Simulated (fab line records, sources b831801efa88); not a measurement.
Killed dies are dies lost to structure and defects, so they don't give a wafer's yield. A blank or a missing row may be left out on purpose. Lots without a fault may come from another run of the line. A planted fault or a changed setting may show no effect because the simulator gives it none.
Split-lot experiment | flow sfq_line | 5 lots, 23 wafers read, on a route of 325 steps

THE SPLIT
At SFQ_TRILAYER_M6_ETCH_METAL_ETCH_162 (etches Nb in Cl2/Ar, stops on SiO2, target depth 240 nm, time 120 s), the setting icp_w was moved away from the recipe's 600 W on 7 of the 23 wafers read, by -11.7% to +11.1%. The other wafers ran this setting at the recipe's value.

The reading is taken at the split's own step.

THE READING
KrF_of_TRILAYER_M6_LITHO_COAT_159.thk_nm (the simulator's own value, which no gauge read), in nm, at SFQ_TRILAYER_M6_ETCH_METAL_ETCH_162 (etches Nb in Cl2/Ar, stops on SiO2, target depth 240 nm, time 120 s). The file gives no usual value for it. The 16 wafers here that ran the recipe average 377.8 nm, standard deviation 3 nm.

wafer  | tool, chamber at the split | icp_w as run, W | against the recipe | KrF_of_TRILAYER_M6_LITHO_COAT_159.thk_nm, nm | against lot-mates on the recipe
L077.1 | rie_metal-03, 1            | 600             | recipe             | 384.3                                        | -
L077.2 | rie_metal-03, 0            | 600             | recipe             | 377.8                                        | -
L077.3 | rie_metal-03, 0            | 600             | recipe             | 374.9                                        | -
L077.4 | rie_metal-03, 1            | 600             | recipe             | 381.9                                        | -
L077.5 | rie_metal-03, 0            | 600             | recipe             | 375                                          | -
L079.1 | rie_metal-03, 0            | 600             | recipe             | 377.4                                        | -
L079.2 | rie_metal-03, 1            | 552.7           | -7.9%              | 390.9                                        | +13.7
L079.3 | rie_metal-03, 0            | 552.7           | -7.9%              | 385.4                                        | +8.2
L079.5 | rie_metal-03, 0            | 600             | recipe             | 373.6                                        | -
L079.6 | rie_metal-03, 1            | 600             | recipe             | 380.5                                        | -
L080.1 | rie_metal-03, 1            | 600             | recipe             | 380.9                                        | -
L080.2 | rie_metal-03, 0            | 600             | recipe             | 376.8                                        | -
L080.3 | rie_metal-03, 1            | 529.6           | -11.7%             | 397.5                                        | +19.7
L080.4 | rie_metal-03, 0            | 600             | recipe             | 375.6                                        | -
L080.6 | rie_metal-03, 1            | 529.6           | -11.7%             | 392.7                                        | +14.9
L081.2 | rie_metal-03, 1            | 666.7           | +11.1%             | 366.6                                        | -11.2
L081.3 | rie_metal-03, 0            | 600             | recipe             | 376.2                                        | -
L081.4 | rie_metal-03, 1            | 600             | recipe             | 379.5                                        | -
L081.5 | rie_metal-03, 0            | 666.7           | +11.1%             | 361.2                                        | -16.7
L081.6 | rie_metal-03, 1            | 666.7           | +11.1%             | 367.5                                        | -10.4
L083.2 | rie_metal-02, 0            | 600             | recipe             | 374.3                                        | -
L083.4 | rie_metal-02, 0            | 600             | recipe             | 376                                          | -
L083.5 | rie_metal-02, 1            | 600             | recipe             | 380.7                                        | -

THE FIT
A straight line over all 23 wafers: KrF_of_TRILAYER_M6_LITHO_COAT_159.thk_nm changes by -1.29 nm for each +1% of icp_w; r = -0.93; the points scatter about the line by 3.1 nm.
The same after taking each lot's own level away (the mean of its wafers on the recipe; 23 wafers): -1.3 nm for each +1%; r = -0.93; scatter 3.1 nm.
On that fit, the largest move of icp_w shifts the reading by 15 nm.
The lots' own levels span 377.00 to 378.78 nm, that is 0.6 times the standard deviation above.
So the lot-to-lot level changes the slope little: the two slopes agree.
Check: with one of the wafers moved furthest among these (-11.7%) left out of the fit, the line predicts +14.6 nm for it against its lot-mates. It came out at +19.7 nm against them.

OTHER SPLITS ON THESE WAFERS
These wafers also went through other splits before the reading. Each is held against what the fit with the lots' levels taken away leaves over:
other split on the same wafers          | wafers away from the commonest value | r with KrF_of_TRILAYER_M6_LITHO_COAT_159.thk_nm (lot level and that fit taken away)
SFQ_TRILAYER_M6_LITHO_COAT_164 spin_rpm | 7                                    | +0.14

THE FILE'S OWN FIT
KrF_of_TRILAYER_M6_LITHO_COAT_159.thk_nm changes by -1.33 nm for each +1% of icp_w, r = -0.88.
